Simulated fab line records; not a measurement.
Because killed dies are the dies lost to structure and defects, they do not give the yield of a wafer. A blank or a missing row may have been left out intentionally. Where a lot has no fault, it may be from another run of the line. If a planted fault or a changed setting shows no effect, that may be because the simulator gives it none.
fab line records / flow sfqLine
record: lots: 6 wafers: 18 lastDay: 91
route steps=325 shown M1@68 I1@73
lots that met no fault: taken from a fault-free run of the same line
startH: hours from the record's opening day to when the first of the lot's shown wafers began / waitH: hours elapsed since this lot's preceding step / " identical to the entry in the row above / L1.1+2: a single row standing in for several wafers / - no value, or no start given / * or withheld: withheld / < > ~ a bound
route shown NAME@n: names a module that has steps shown in the file, with the first one's number in the route / usual: average and standard deviation across the fault-free wafers / same: alike in all rows / chamber/n: place in a boat / sites: readings site by site / _std_site: standard deviation of those values / _edge_site: outer sites' mean less inner sites' / radiusMm: how far each site lies from the wafer's centre / mask NAME#n: copy n / behind: tool/chamber where the wafer was last shaped / hold: why the lot went on hold/how many hours it stayed there/how the hold came to an end / device: the transistor (n, p or np) that didn't switch / end of line: tests run on the same wafers once the route is complete / step lacking rows: just its recipe / killed: count of dies lost to structure and defects at first sort (not the wafer's yield) / map: dies across one wafer; x = killed, . = not, _ = none there
set.NAME: the setting that was run; set.NAME@STEP: the one run at that earlier step / model.NAME: the simulator's own value behind a step, which no gauge read
lots at some steps of the route; a table a step, a row a wafer
services: from which hour (startH, from the record's first day; less than 0 if before it) a tool's chamber was out of use, for how many hours, and why
== steps ==
step: SFQ_M1_OVL_MEAS_911
usual: M1_OVL: -2/5.8
lot.wafer=L189.3 tool=overlay-01 chamber=- startH=542.19 waitH=0.1 M1_OVL[nm]=-1
lot.wafer=L189.5 tool=overlay-01 chamber=- startH=542.19 waitH=0.1 M1_OVL[nm]=0
lot.wafer=L189.6 tool=overlay-01 chamber=- startH=542.19 waitH=0.1 M1_OVL[nm]=4
lot.wafer=L198.1 tool=overlay-01 chamber=- startH=635.98 waitH=0.1 M1_OVL[nm]=0
lot.wafer=L198.2 tool=overlay-01 chamber=- startH=635.98 waitH=0.1 M1_OVL[nm]=0
lot.wafer=L198.5 tool=overlay-01 chamber=- startH=635.98 waitH=0.1 M1_OVL[nm]=-5
lot.wafer=L199.1 tool=overlay-01 chamber=- startH=640.78 waitH=0.1 M1_OVL[nm]=12
lot.wafer=L199.5 tool=overlay-01 chamber=- startH=640.78 waitH=0.1 M1_OVL[nm]=9
lot.wafer=L199.6 tool=overlay-01 chamber=- startH=640.78 waitH=0.1 M1_OVL[nm]=6
lot.wafer=L205.2 tool=overlay-01 chamber=- startH=716.17 waitH=0.1 M1_OVL[nm]=-3
lot.wafer=L205.3 tool=overlay-01 chamber=- startH=716.17 waitH=0.1 M1_OVL[nm]=-4
lot.wafer=L205.4 tool=overlay-01 chamber=- startH=716.17 waitH=0.1 M1_OVL[nm]=-3
lot.wafer=L208.1 tool=overlay-02 chamber=- startH=741.36 waitH=0.1 M1_OVL[nm]=1
lot.wafer=L208.3 tool=overlay-02 chamber=- startH=741.36 waitH=0.1 M1_OVL[nm]=-1
lot.wafer=L208.6 tool=overlay-02 chamber=- startH=741.36 waitH=0.1 M1_OVL[nm]=-3
lot.wafer=L209.1 tool=overlay-02 chamber=- startH=757.01 waitH=0.1 M1_OVL[nm]=0
lot.wafer=L209.3 tool=overlay-02 chamber=- startH=757.01 waitH=0.1 M1_OVL[nm]=6
lot.wafer=L209.6 tool=overlay-02 chamber=- startH=757.01 waitH=0.1 M1_OVL[nm]=0
step: SFQ_TRILAYER_M1_BARC_OPEN_METAL_ETCH_054
recipe: maskMaterial: PR chemistry: O2 targetDepthNm: 125 target: BARC icpW: 600 biasW: 80 pressureMtorr: 10 timeS: 41.7
usual: drypumpMotorCurrentA: 5.9/0.44 oesProductAu: 0.686/0.0046
lot.wafer=L189.3 tool=rieMetal-04 chamber=0 startH=542.24 waitH=0.0 drypumpMotorCurrentA=6.4 oesProductAu=0.687 rfHoursCounterH=-
lot.wafer=L189.5 tool=rieMetal-04 chamber=1 startH=542.24 waitH=0.0 drypumpMotorCurrentA=6.6 oesProductAu=0.683 rfHoursCounterH=-
lot.wafer=L189.6 tool=rieMetal-04 chamber=0 startH=542.24 waitH=0.0 drypumpMotorCurrentA=6.5 oesProductAu=0.686 rfHoursCounterH=-
lot.wafer=L198.1 tool=rieMetal-02 chamber=0 startH=636.01 waitH=0.0 drypumpMotorCurrentA=6.1 oesProductAu=0.688 rfHoursCounterH=81
lot.wafer=L198.2 tool=rieMetal-02 chamber=1 startH=636.01 waitH=0.0 drypumpMotorCurrentA=5.6 oesProductAu=0.686 rfHoursCounterH=24
lot.wafer=L198.5 tool=rieMetal-02 chamber=0 startH=636.01 waitH=0.0 drypumpMotorCurrentA=6.0 oesProductAu=0.683 rfHoursCounterH=-
lot.wafer=L199.1 tool=rieMetal-02 chamber=1 startH=640.81 waitH=0.0 drypumpMotorCurrentA=5.6 oesProductAu=0.683 rfHoursCounterH=24
lot.wafer=L199.5 tool=rieMetal-02 chamber=1 startH=640.81 waitH=0.0 drypumpMotorCurrentA=5.6 oesProductAu=0.679 rfHoursCounterH=-
lot.wafer=L199.6 tool=rieMetal-02 chamber=0 startH=640.81 waitH=0.0 drypumpMotorCurrentA=6.0 oesProductAu=0.686 rfHoursCounterH=-
lot.wafer=L205.2 tool=rieMetal-01 chamber=1 startH=716.20 waitH=0.0 drypumpMotorCurrentA=5.6 oesProductAu=0.685 rfHoursCounterH=98
lot.wafer=L205.3 tool=rieMetal-01 chamber=0 startH=716.20 waitH=0.0 drypumpMotorCurrentA=5.4 oesProductAu=0.690 rfHoursCounterH=-
lot.wafer=L205.4 tool=rieMetal-01 chamber=1 startH=716.20 waitH=0.0 drypumpMotorCurrentA=5.6 oesProductAu=0.691 rfHoursCounterH=-
lot.wafer=L208.1 tool=rieMetal-04 chamber=0 startH=741.40 waitH=0.0 drypumpMotorCurrentA=6.5 oesProductAu=0.689 rfHoursCounterH=35
lot.wafer=L208.3 tool=rieMetal-04 chamber=0 startH=741.40 waitH=0.0 drypumpMotorCurrentA=6.5 oesProductAu=0.688 rfHoursCounterH=-
lot.wafer=L208.6 tool=rieMetal-04 chamber=1 startH=741.40 waitH=0.0 drypumpMotorCurrentA=6.7 oesProductAu=0.684 rfHoursCounterH=-
lot.wafer=L209.1 tool=rieMetal-01 chamber=0 startH=757.04 waitH=0.0 drypumpMotorCurrentA=5.4 oesProductAu=0.687 rfHoursCounterH=32
lot.wafer=L209.3 tool=rieMetal-01 chamber=1 startH=757.04 waitH=0.0 drypumpMotorCurrentA=5.6 oesProductAu=0.688 rfHoursCounterH=-
lot.wafer=L209.6 tool=rieMetal-01 chamber=1 startH=757.04 waitH=0.0 drypumpMotorCurrentA=5.6 oesProductAu=0.688 rfHoursCounterH=-
step: SFQ_TRILAYER_M1_ETCH_METAL_ETCH_042
recipe: target: Nb stopOn: SiO2 maskMaterial: PR chemistry: Cl2/Ar targetDepthNm: 240 icpW: 600 biasW: 80 pressureMtorr: 10 timeS: 120
usual: drypumpMotorCurrentA: 5.9/0.44 oesProductAu: 0.897/0.0075
lot.wafer=L189.3 tool=rieMetal-04 chamber=0 startH=542.32 waitH=0.1 drypumpMotorCurrentA=6.5 oesProductAu=0.895 rfHoursCounterH=-
lot.wafer=L189.5 tool=rieMetal-04 chamber=1 startH=542.32 waitH=0.1 drypumpMotorCurrentA=6.6 oesProductAu=0.894 rfHoursCounterH=-
lot.wafer=L189.6 tool=rieMetal-04 chamber=0 startH=542.32 waitH=0.1 drypumpMotorCurrentA=6.5 oesProductAu=0.900 rfHoursCounterH=-
lot.wafer=L198.1 tool=rieMetal-02 chamber=0 startH=636.07 waitH=0.0 drypumpMotorCurrentA=6.1 oesProductAu=0.903 rfHoursCounterH=81
lot.wafer=L198.2 tool=rieMetal-02 chamber=1 startH=636.07 waitH=0.0 drypumpMotorCurrentA=5.6 oesProductAu=0.898 rfHoursCounterH=24
lot.wafer=L198.5 tool=rieMetal-02 chamber=0 startH=636.07 waitH=0.0 drypumpMotorCurrentA=6.1 oesProductAu=0.891 rfHoursCounterH=-
lot.wafer=L199.1 tool=rieMetal-02 chamber=1 startH=640.87 waitH=0.0 drypumpMotorCurrentA=5.6 oesProductAu=0.901 rfHoursCounterH=24
lot.wafer=L199.5 tool=rieMetal-02 chamber=1 startH=640.87 waitH=0.0 drypumpMotorCurrentA=5.6 oesProductAu=0.897 rfHoursCounterH=-
lot.wafer=L199.6 tool=rieMetal-02 chamber=0 startH=640.87 waitH=0.0 drypumpMotorCurrentA=6.1 oesProductAu=0.898 rfHoursCounterH=-
lot.wafer=L205.2 tool=rieMetal-01 chamber=1 startH=716.26 waitH=0.0 drypumpMotorCurrentA=5.6 oesProductAu=0.899 rfHoursCounterH=98
lot.wafer=L205.3 tool=rieMetal-01 chamber=0 startH=716.26 waitH=0.0 drypumpMotorCurrentA=5.4 oesProductAu=0.898 rfHoursCounterH=-
lot.wafer=L205.4 tool=rieMetal-01 chamber=1 startH=716.26 waitH=0.0 drypumpMotorCurrentA=5.6 oesProductAu=0.898 rfHoursCounterH=-
lot.wafer=L208.1 tool=rieMetal-04 chamber=0 startH=741.46 waitH=0.0 drypumpMotorCurrentA=6.5 oesProductAu=0.894 rfHoursCounterH=35
lot.wafer=L208.3 tool=rieMetal-04 chamber=0 startH=741.46 waitH=0.0 drypumpMotorCurrentA=6.4 oesProductAu=0.893 rfHoursCounterH=-
lot.wafer=L208.6 tool=rieMetal-04 chamber=1 startH=741.46 waitH=0.0 drypumpMotorCurrentA=6.7 oesProductAu=0.884 rfHoursCounterH=-
lot.wafer=L209.1 tool=rieMetal-01 chamber=0 startH=757.10 waitH=0.0 drypumpMotorCurrentA=5.4 oesProductAu=0.898 rfHoursCounterH=32
lot.wafer=L209.3 tool=rieMetal-01 chamber=1 startH=757.10 waitH=0.0 drypumpMotorCurrentA=5.6 oesProductAu=0.893 rfHoursCounterH=-
lot.wafer=L209.6 tool=rieMetal-01 chamber=1 startH=757.10 waitH=0.0 drypumpMotorCurrentA=5.6 oesProductAu=0.886 rfHoursCounterH=-
step: SFQ_TRILAYER_M1_STRIP_STRIP_043
recipe: gas: O2 powerW: 200 platenTempC: 40 overashFraction: 0.65 chemistry: O2 pressureMtorr: 50
step: SFQ_TRILAYER_M1_STRIP_SOLV_CLEAN_044
recipe: chemistry: NMP tempC: 70 timeS: 600
step: SFQ_TRILAYER_I1_DEP_PECVD_045
recipe: material: SiO2 tempC: 150 timeS: 111.11 pressureTorr: 2.4 rfW: 183.3 precursor: SiH4/N2O targetThkNm: 500
usual: chamberPressureTorr: 2.400/0.0051 heaterPowerW: 87/16 showerheadVppV: 841/55 throttleValvePct: 24.9/0.74
lot.wafer=L189.3 tool=pecvd-01 chamber=0 startH=543.18 waitH=0.0 chamberPressureTorr=2.400 heaterPowerW=105 showerheadVppV=837 throttleValvePct=24.4
lot.wafer=L189.5 tool=pecvd-01 chamber=0 startH=543.18 waitH=0.0 chamberPressureTorr=2.397 heaterPowerW=84 showerheadVppV=834 throttleValvePct=24.1
lot.wafer=L189.6 tool=pecvd-01 chamber=2 startH=543.18 waitH=0.0 chamberPressureTorr=2.408 heaterPowerW=101 showerheadVppV=869 throttleValvePct=23.9
lot.wafer=L198.1 tool=pecvd-04 chamber=0 startH=636.97 waitH=0.0 chamberPressureTorr=2.396 heaterPowerW=86 showerheadVppV=781 throttleValvePct=23.9
lot.wafer=L198.2 tool=pecvd-04 chamber=2 startH=636.97 waitH=0.0 chamberPressureTorr=2.405 heaterPowerW=92 showerheadVppV=823 throttleValvePct=24.6
lot.wafer=L198.5 tool=pecvd-04 chamber=2 startH=636.97 waitH=0.0 chamberPressureTorr=2.406 heaterPowerW=78 showerheadVppV=837 throttleValvePct=24.4
lot.wafer=L199.1 tool=pecvd-01 chamber=0 startH=641.77 waitH=0.0 chamberPressureTorr=2.397 heaterPowerW=101 showerheadVppV=840 throttleValvePct=24.3
lot.wafer=L199.5 tool=pecvd-01 chamber=0 startH=641.77 waitH=0.0 chamberPressureTorr=2.404 heaterPowerW=84 showerheadVppV=817 throttleValvePct=24.9
lot.wafer=L199.6 tool=pecvd-01 chamber=2 startH=641.77 waitH=0.0 chamberPressureTorr=2.402 heaterPowerW=91 showerheadVppV=868 throttleValvePct=24.2
lot.wafer=L205.2 tool=pecvd-03 chamber=1 startH=717.16 waitH=0.0 chamberPressureTorr=2.407 heaterPowerW=71 showerheadVppV=814 throttleValvePct=25.7
lot.wafer=L205.3 tool=pecvd-03 chamber=0 startH=717.16 waitH=0.0 chamberPressureTorr=2.400 heaterPowerW=114 showerheadVppV=804 throttleValvePct=25.7
lot.wafer=L205.4 tool=pecvd-03 chamber=0 startH=717.16 waitH=0.0 chamberPressureTorr=2.394 heaterPowerW=96 showerheadVppV=800 throttleValvePct=25.1
lot.wafer=L208.1 tool=pecvd-04 chamber=2 startH=742.36 waitH=0.0 chamberPressureTorr=2.398 heaterPowerW=91 showerheadVppV=833 throttleValvePct=24.7
lot.wafer=L208.3 tool=pecvd-04 chamber=1 startH=742.36 waitH=0.0 chamberPressureTorr=2.397 heaterPowerW=78 showerheadVppV=768 throttleValvePct=24.3
lot.wafer=L208.6 tool=pecvd-04 chamber=1 startH=742.36 waitH=0.0 chamberPressureTorr=2.400 heaterPowerW=80 showerheadVppV=759 throttleValvePct=24.3
lot.wafer=L209.1 tool=pecvd-03 chamber=0 startH=758.00 waitH=0.0 chamberPressureTorr=2.404 heaterPowerW=108 showerheadVppV=803 throttleValvePct=25.3
lot.wafer=L209.3 tool=pecvd-03 chamber=1 startH=758.00 waitH=0.0 chamberPressureTorr=2.393 heaterPowerW=82 showerheadVppV=806 throttleValvePct=25.9
lot.wafer=L209.6 tool=pecvd-03 chamber=0 startH=758.00 waitH=0.0 chamberPressureTorr=2.394 heaterPowerW=113 showerheadVppV=790 throttleValvePct=25.8
step: SFQ_TRILAYER_I1_CMP_CMP_046
recipe: material: SiO2 downForcePsi: 3 platenRpm: 60 padVelocityMS: 0.94248
usual: motorCurrentA: 9.9/0.9 timeToEndpointS: 215/7
lot.wafer=L189.3 tool=cmp-01 chamber=1 startH=544.76 waitH=1.5 motorCurrentA=9.4 timeToEndpointS=215
lot.wafer=L189.6 tool=cmp-01 chamber=2 startH=544.76 waitH=1.5 motorCurrentA=9.8 timeToEndpointS=219
lot.wafer=L189.5 tool=cmp-01 chamber=3 startH=544.76 waitH=1.5 motorCurrentA=10.2 timeToEndpointS=219
lot.wafer=L198.2 tool=cmp-02 chamber=3 startH=637.05 waitH=0.0 motorCurrentA=11.4 timeToEndpointS=205
lot.wafer=L198.1 tool=cmp-02 chamber=2 startH=638.55 waitH=1.5 motorCurrentA=10.3 timeToEndpointS=206
lot.wafer=L198.5 tool=cmp-02 chamber=0 startH=639.55 waitH=2.5 motorCurrentA=10.4 timeToEndpointS=215
lot.wafer=L199.1 tool=cmp-02 chamber=0 startH=642.35 waitH=0.5 motorCurrentA=10.0 timeToEndpointS=221
lot.wafer=L199.6 tool=cmp-02 chamber=3 startH=643.85 waitH=2.0 motorCurrentA=10.9 timeToEndpointS=219
lot.wafer=L199.5 tool=cmp-02 chamber=0 startH=643.85 waitH=2.0 motorCurrentA=10.0 timeToEndpointS=215
lot.wafer=L205.2 tool=cmp-02 chamber=3 startH=740.02 waitH=22.8 motorCurrentA=11.0 timeToEndpointS=213
lot.wafer=L205.3 tool=cmp-02 chamber=0 startH=740.02 waitH=22.8 motorCurrentA=10.1 timeToEndpointS=219
lot.wafer=L205.4 tool=cmp-02 chamber=2 startH=741.52 waitH=24.3 motorCurrentA=9.9 timeToEndpointS=217
lot.wafer=L208.3 tool=cmp-02 chamber=1 startH=767.02 waitH=24.6 motorCurrentA=10.5 timeToEndpointS=205
lot.wafer=L208.1 tool=cmp-02 chamber=3 startH=768.02 waitH=25.6 motorCurrentA=12.0 timeToEndpointS=218
lot.wafer=L208.6 tool=cmp-02 chamber=2 startH=769.52 waitH=27.1 motorCurrentA=10.0 timeToEndpointS=219
lot.wafer=L209.1 tool=cmp-01 chamber=1 startH=776.91 waitH=18.9 motorCurrentA=8.8 timeToEndpointS=224
lot.wafer=L209.3 tool=cmp-01 chamber=3 startH=777.91 waitH=19.9 motorCurrentA=10.5 timeToEndpointS=222
lot.wafer=L209.6 tool=cmp-01 chamber=2 startH=779.41 waitH=21.3 motorCurrentA=9.5 timeToEndpointS=222
step: SFQ_I1_BOW_MEAS_912
recipe: mode: bow
usual: I1_BOW: 2/7.7
lot.wafer=L189.3 tool=filmMetro-02 chamber=- startH=546.30 waitH=1.0 I1_BOW[um]=-12
lot.wafer=L189.5 tool=filmMetro-02 chamber=- startH=546.30 waitH=1.0 I1_BOW[um]=7
lot.wafer=L189.6 tool=filmMetro-02 chamber=- startH=546.30 waitH=1.0 I1_BOW[um]=-4
lot.wafer=L198.1 tool=filmMetro-04 chamber=- startH=640.05 waitH=1.0 I1_BOW[um]=19
lot.wafer=L198.2 tool=filmMetro-04 chamber=- startH=640.05 waitH=1.0 I1_BOW[um]=0
lot.wafer=L198.5 tool=filmMetro-04 chamber=- startH=640.05 waitH=1.0 I1_BOW[um]=8
lot.wafer=L199.1 tool=filmMetro-04 chamber=- startH=644.85 waitH=2.0 I1_BOW[um]=9
lot.wafer=L199.5 tool=filmMetro-04 chamber=- startH=644.85 waitH=2.0 I1_BOW[um]=-6
lot.wafer=L199.6 tool=filmMetro-04 chamber=- startH=644.85 waitH=2.0 I1_BOW[um]=7
lot.wafer=L205.2 tool=filmMetro-04 chamber=- startH=743.04 waitH=2.5 I1_BOW[um]=15
lot.wafer=L205.3 tool=filmMetro-04 chamber=- startH=743.04 waitH=2.5 I1_BOW[um]=-3
lot.wafer=L205.4 tool=filmMetro-04 chamber=- startH=743.04 waitH=2.5 I1_BOW[um]=-6
lot.wafer=L208.1 tool=filmMetro-03 chamber=- startH=770.02 waitH=1.5 I1_BOW[um]=3
lot.wafer=L208.3 tool=filmMetro-03 chamber=- startH=770.02 waitH=1.5 I1_BOW[um]=-5
lot.wafer=L208.6 tool=filmMetro-03 chamber=- startH=770.02 waitH=1.5 I1_BOW[um]=-6
lot.wafer=L209.1 tool=filmMetro-03 chamber=- startH=779.91 waitH=2.5 I1_BOW[um]=-3
lot.wafer=L209.3 tool=filmMetro-03 chamber=- startH=779.91 waitH=2.5 I1_BOW[um]=4
lot.wafer=L209.6 tool=filmMetro-03 chamber=- startH=779.91 waitH=2.5 I1_BOW[um]=-11
step: SFQ_TRILAYER_I1_METRO_MEASURE_047
usual: thkNm: 199.9/1.2
lot.wafer=L189.3 tool=filmMetro-02 chamber=- startH=546.78 waitH=0.5 thkNm=202.0
lot.wafer=L189.5 tool=filmMetro-02 chamber=- startH=546.78 waitH=0.5 thkNm=200.0
lot.wafer=L189.6 tool=filmMetro-02 chamber=- startH=546.78 waitH=0.5 thkNm=200.1
lot.wafer=L198.1 tool=filmMetro-04 chamber=- startH=640.17 waitH=0.1 thkNm=199.1
lot.wafer=L198.2 tool=filmMetro-04 chamber=- startH=640.17 waitH=0.1 thkNm=201.4
lot.wafer=L198.5 tool=filmMetro-04 chamber=- startH=640.17 waitH=0.1 thkNm=199.8
lot.wafer=L199.1 tool=filmMetro-04 chamber=- startH=644.97 waitH=0.1 thkNm=198.9
lot.wafer=L199.5 tool=filmMetro-04 chamber=- startH=644.97 waitH=0.1 thkNm=198.8
lot.wafer=L199.6 tool=filmMetro-04 chamber=- startH=644.97 waitH=0.1 thkNm=200.3
lot.wafer=L205.2 tool=filmMetro-04 chamber=- startH=743.34 waitH=0.3 thkNm=199.2
lot.wafer=L205.3 tool=filmMetro-04 chamber=- startH=743.34 waitH=0.3 thkNm=199.0
lot.wafer=L205.4 tool=filmMetro-04 chamber=- startH=743.34 waitH=0.3 thkNm=198.6
lot.wafer=L208.1 tool=filmMetro-03 chamber=- startH=770.14 waitH=0.1 thkNm=200.7
lot.wafer=L208.3 tool=filmMetro-03 chamber=- startH=770.14 waitH=0.1 thkNm=200.3
lot.wafer=L208.6 tool=filmMetro-03 chamber=- startH=770.14 waitH=0.1 thkNm=200.5
lot.wafer=L209.1 tool=filmMetro-03 chamber=- startH=780.03 waitH=0.1 thkNm=201.5
lot.wafer=L209.3 tool=filmMetro-03 chamber=- startH=780.03 waitH=0.1 thkNm=201.0
lot.wafer=L209.6 tool=filmMetro-03 chamber=- startH=780.03 waitH=0.1 thkNm=200.8
step: SFQ_TRILAYER_I1_VIA_LITHO_COAT_054
recipe: resist: BARC spinRpm: 3000 resistThkNm: 62
step: SFQ_TRILAYER_I1_VIA_LITHO_COAT_049
recipe: resist: KrF spinRpm: 3000 resistThkNm: 650
step: SFQ_TRILAYER_I1_VIA_LITHO_SOFTBAKE_053
recipe: tempC: withheld timeS: withheld resist: KrF
step: SFQ_TRILAYER_I1_VIA_LITHO_EXPOSE_050
recipe: maskId: I1 na: 0.6 sourceShape: conventional sigmaOuter: 0.65 targetCdNm: 500 doseMj: 21.3
usual: exposureDoseMJCm2: 21.298/0.021 focusOffsetNm: -0.1/0.54
lot.wafer=L189.3 tool=krfScanner-01 chamber=0 startH=699.46 waitH=- mask=I1#0 exposureDoseMJCm2=21.310 focusOffsetNm=-0.5
lot.wafer=L189.5 tool=krfScanner-01 chamber=0 startH=699.46 waitH=- mask=I1#0 exposureDoseMJCm2=21.285 focusOffsetNm=0.5
lot.wafer=L189.6 tool=krfScanner-01 chamber=0 startH=699.46 waitH=- mask=I1#0 exposureDoseMJCm2=21.302 focusOffsetNm=0.3
lot.wafer=L198.1 tool=krfScanner-02 chamber=- startH=767.51 waitH=- mask=I1#0 exposureDoseMJCm2=- focusOffsetNm=-
lot.wafer=L198.2 tool=krfScanner-02 chamber=- startH=767.51 waitH=- mask=I1#0 exposureDoseMJCm2=- focusOffsetNm=-
lot.wafer=L198.5 tool=krfScanner-02 chamber=- startH=767.51 waitH=- mask=I1#0 exposureDoseMJCm2=- focusOffsetNm=-
lot.wafer=L199.1 tool=krfScanner-01 chamber=- startH=771.23 waitH=- mask=I1#0 exposureDoseMJCm2=- focusOffsetNm=-
lot.wafer=L199.5 tool=krfScanner-01 chamber=- startH=771.23 waitH=- mask=I1#0 exposureDoseMJCm2=- focusOffsetNm=-
lot.wafer=L199.6 tool=krfScanner-01 chamber=- startH=771.23 waitH=- mask=I1#0 exposureDoseMJCm2=- focusOffsetNm=-
lot.wafer=L205.2 tool=krfScanner-01 chamber=0 startH=869.73 waitH=- mask=I1#0 exposureDoseMJCm2=21.328 focusOffsetNm=-0.6
lot.wafer=L205.3 tool=krfScanner-01 chamber=0 startH=869.73 waitH=- mask=I1#0 exposureDoseMJCm2=21.343 focusOffsetNm=-0.2
lot.wafer=L205.4 tool=krfScanner-01 chamber=0 startH=869.73 waitH=- mask=I1#0 exposureDoseMJCm2=21.319 focusOffsetNm=-0.6
lot.wafer=L208.1 tool=krfScanner-02 chamber=0 startH=908.93 waitH=- mask=I1#0 exposureDoseMJCm2=21.325 focusOffsetNm=0.5
lot.wafer=L208.3 tool=krfScanner-02 chamber=0 startH=908.93 waitH=- mask=I1#0 exposureDoseMJCm2=21.305 focusOffsetNm=-0.1
lot.wafer=L208.6 tool=krfScanner-02 chamber=0 startH=908.93 waitH=- mask=I1#0 exposureDoseMJCm2=21.300 focusOffsetNm=0.0
lot.wafer=L209.1 tool=krfScanner-01 chamber=0 startH=923.25 waitH=- mask=I1#0 exposureDoseMJCm2=21.289 focusOffsetNm=0.4
lot.wafer=L209.3 tool=krfScanner-01 chamber=0 startH=923.25 waitH=- mask=I1#0 exposureDoseMJCm2=21.323 focusOffsetNm=-1.0
lot.wafer=L209.6 tool=krfScanner-01 chamber=0 startH=923.25 waitH=- mask=I1#0 exposureDoseMJCm2=21.286 focusOffsetNm=-0.6
step: SFQ_TRILAYER_I1_VIA_LITHO_PEB_052
recipe: pebTempC: 115 pebTimeS: 60 resist: KrF
== services ==
tool=cmp-02 chamber=- startH=541.73 hours=9.0 kind=repair
tool=krfScanner-01 chamber=- startH=546.71 hours=4.0 kind=pm
tool=rieMetal-04 chamber=1 startH=548.37 hours=21.0 kind=repair
tool=cmp-02 chamber=- startH=550.76 hours=5.9 kind=pm
tool=cmp-02 chamber=- startH=551.64 hours=3.2 kind=repair
tool=krfScanner-01 chamber=- startH=561.47 hours=2.2 kind=repair
tool=krfScanner-01 chamber=- startH=576.28 hours=0.5 kind=repair
tool=cmp-02 chamber=- startH=585.83 hours=4.0 kind=pm
tool=krfScanner-01 chamber=- startH=602.71 hours=3.6 kind=pm
tool=rieMetal-04 chamber=- startH=617.93 hours=14.6 kind=pm
tool=krfScanner-01 chamber=- startH=649.12 hours=12.4 kind=repair
tool=krfScanner-01 chamber=- startH=664.04 hours=1.3 kind=pm
tool=krfScanner-01 chamber=- startH=668.94 hours=0.8 kind=pm
tool=krfScanner-01 chamber=- startH=669.69 hours=1.0 kind=pm
tool=krfScanner-01 chamber=- startH=673.90 hours=1.0 kind=repair
tool=cmp-02 chamber=- startH=695.82 hours=6.5 kind=pm
tool=rieMetal-04 chamber=- startH=704.99 hours=0.8 kind=repair
tool=cmp-02 chamber=- startH=706.86 hours=0.4 kind=repair
tool=cmp-02 chamber=- startH=724.51 hours=9.5 kind=repair
tool=rieMetal-01 chamber=0 startH=738.82 hours=4.2 kind=repair
tool=krfScanner-01 chamber=- startH=747.43 hours=0.3 kind=repair
tool=rieMetal-02 chamber=0 startH=780.18 hours=3.2 kind=repair
tool=cmp-02 chamber=- startH=792.69 hours=1.4 kind=repair
tool=rieMetal-02 chamber=- startH=813.13 hours=0.9 kind=repair
== key ==
firstSign: step: SFQ_TRILAYER_I1_VIA_LITHO_EXPOSE_050 reading: toolRecord direction: missing
effect none on later readings
metAt SFQ_TRILAYER_I1_VIA_LITHO_EXPOSE_050
struckWafers L198.1,L198.2,L198.5,L199.1,L199.5,L199.6
onsetBetween 699.46 767.51
fault: kind: skippedStepWhole tool: krfScanner-01,krfScanner-02 chamber: - onsetH: 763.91 steps: SFQ_TRILAYER_I1_VIA_LITHO_EXPOSE_050 scope: struckLotsOnly
